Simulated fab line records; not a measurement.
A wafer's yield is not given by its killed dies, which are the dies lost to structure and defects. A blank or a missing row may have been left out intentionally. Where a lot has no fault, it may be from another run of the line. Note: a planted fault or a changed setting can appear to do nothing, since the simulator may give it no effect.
Which tool did it? || flow gf180mcu || 18 wafers sampled from 6 lots at 1 step of a route of 602

## WHAT THE GAUGES SHOWED, per wafer
GF_DNWELL_TW_MEAS_09.
{"lot": "L739", "measured": "day 2 23:31", "on": "film_metro-04", "DNWELL_TW": "1368 1359 1371"}
{"lot": "L748", "measured": "day 5 00:32", "on": "film_metro-04", "DNWELL_TW": "1366 1367 1367"}
{"lot": "L752", "measured": "day 5 22:18", "on": "film_metro-04", "DNWELL_TW": "1358 1359 1362"}
{"lot": "L757", "measured": "day 6 23:06", "on": "film_metro-03", "DNWELL_TW": "1373 1374 1367"}
{"lot": "L759", "measured": "day 7 11:23", "on": "film_metro-04", "DNWELL_TW": "1360 1361 1361"}
{"lot": "L761", "measured": "day 7 22:01", "on": "film_metro-03", "DNWELL_TW": "1367 1361 1362"}

## WHAT TOOL EACH LOT RAN ON (gives the tool, then ch and the chambers of the sampled wafers, and finally the start)
Before these readings, the record contains no process step.

## THE ANSWER, worked out from the rows above alone
Rule: what is usual is taken from the lots themselves. The widest of any qualifying gaps counts: lots, ordered by their means at a reading, are off when they make up no more than a third of the lots, leave a main group of 4 or more, and stand apart from it by 3 or more times the standard deviation of that group's means. Not used: any main group whose means are identical at the precision the tables above print for the reading. Also off: a lot with no number at a reading for which 4 or more lots have one. Any other lot the step has rows for is counted as sound.
No lot is off on any of the readings shown, so nothing can be concluded from this.

## WHAT HAD BEEN PUT IN BY THE SIMULATOR
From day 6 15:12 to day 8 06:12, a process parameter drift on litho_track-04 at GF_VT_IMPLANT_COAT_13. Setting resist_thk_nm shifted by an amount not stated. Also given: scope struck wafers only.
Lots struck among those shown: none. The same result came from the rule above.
